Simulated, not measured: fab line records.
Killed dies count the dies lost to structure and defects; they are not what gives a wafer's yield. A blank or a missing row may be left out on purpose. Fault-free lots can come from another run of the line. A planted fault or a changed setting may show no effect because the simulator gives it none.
Which tool did it? || flow gf180mcu || 6 lots, 18 wafers sampled, at 3 steps of a route of 602

== WHAT EACH GAUGE READ, for each wafer ==
GF_VT_IMPLANT_RS_MEAS_46: the measuring method here is four-point-probe.
{"lot": "L794", "measured": "day 8 01:45", "on": "film-metro-03", "MVSD_RS (ohm/sq)": "456.6 455.4 455.4"}
{"lot": "L796", "measured": "day 8 16:26", "on": "film-metro-04", "MVSD_RS (ohm/sq)": "459.1 458.2 457.2"}
{"lot": "L798", "measured": "day 9 03:44", "on": "film-metro-04", "MVSD_RS (ohm/sq)": "458.1 458.2 457.7"}
{"lot": "L804", "measured": "day 11 01:02", "on": "film-metro-04", "MVSD_RS (ohm/sq)": "471.0 472.1 470.8"}
{"lot": "L810", "measured": "day 12 18:26", "on": "film-metro-03", "MVSD_RS (ohm/sq)": "455.8 457.7 456.7"}
{"lot": "L812", "measured": "day 13 08:49", "on": "film-metro-04", "MVSD_RS (ohm/sq)": "458.0 457.3 457.3"}

== WHAT TOOL EACH LOT RAN ON (gives the tool, then ch and the chambers of the sampled wafers, and finally the start) ==
{"lot": "L794", "GF_MVSD_IMPLANT_08": "implanter-01 ch 0, day 4 21:30", "GF_VT_IMPLANT_STRIP_09": "plasma-asher-03 ch 0,1, day 6 02:35"}
{"lot": "L796", "GF_MVSD_IMPLANT_08": "implanter-01 ch 0, day 5 09:17", "GF_VT_IMPLANT_STRIP_09": "plasma-asher-04 ch 0,1, day 6 15:02"}
{"lot": "L798", "GF_MVSD_IMPLANT_08": "implanter-02 ch 0, day 5 19:41", "GF_VT_IMPLANT_STRIP_09": "plasma-asher-02 ch 0,1, day 7 02:34"}
{"lot": "L804", "GF_MVSD_IMPLANT_08": "implanter-01 ch 0, day 7 08:50", "GF_VT_IMPLANT_STRIP_09": "plasma-asher-02 ch 0,1, day 8 18:43"}
{"lot": "L810", "GF_MVSD_IMPLANT_08": "implanter-02 ch 0, day 8 20:37", "GF_VT_IMPLANT_STRIP_09": "plasma-asher-03 ch 0,1, day 10 08:40"}
{"lot": "L812", "GF_MVSD_IMPLANT_08": "implanter-03 ch 0, day 9 09:23", "GF_VT_IMPLANT_STRIP_09": "plasma-asher-02 ch 0,1, day 10 22:13"}
- GF_MVSD_IMPLANT_08
- GF_VT_IMPLANT_STRIP_09: strips in O2/N2.

== THE ANSWER, worked out from the rows above alone ==
Rule: what is usual is taken from the lots themselves. Put in order of their means at a reading, lots are off if they are a third of the lots or fewer, leave a main group of 4 or more, and stand apart from it by a gap of 3 or more times the standard deviation of the main group's means; of several such gaps the widest counts. Not used: any main group whose means are identical at the precision the tables above print for the reading. A lot without any number at a reading at which 4 lots or more have one is off too. All remaining lots with rows at the step are treated as sound.
Off: at GF_VT_IMPLANT_RS_MEAS_46 (MVSD_RS), L804. For the main group the mean is 457.2 ohm/sq and the standard deviation 0.88.
A tool fits if, at a process step before that reading, it ran every lot that is off, and no sound lot after the first of them. Gauges at GF_VT_IMPLANT_RS_MEAS_46: tried the same way as those tools. One fits: implanter-01 at GF_MVSD_IMPLANT_08. Its last sound lot is L796 (day 5 09:17), its first lot that is off L804 (day 7 08:50): a fault that began between those two fits.

== WHAT THE SIMULATOR PUT IN ==
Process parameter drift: implanter-01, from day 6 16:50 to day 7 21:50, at GF_MVSD_IMPLANT_08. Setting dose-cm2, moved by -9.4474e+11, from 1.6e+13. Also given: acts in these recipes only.
Lots struck among those shown: L804. The same result came from the rule above.
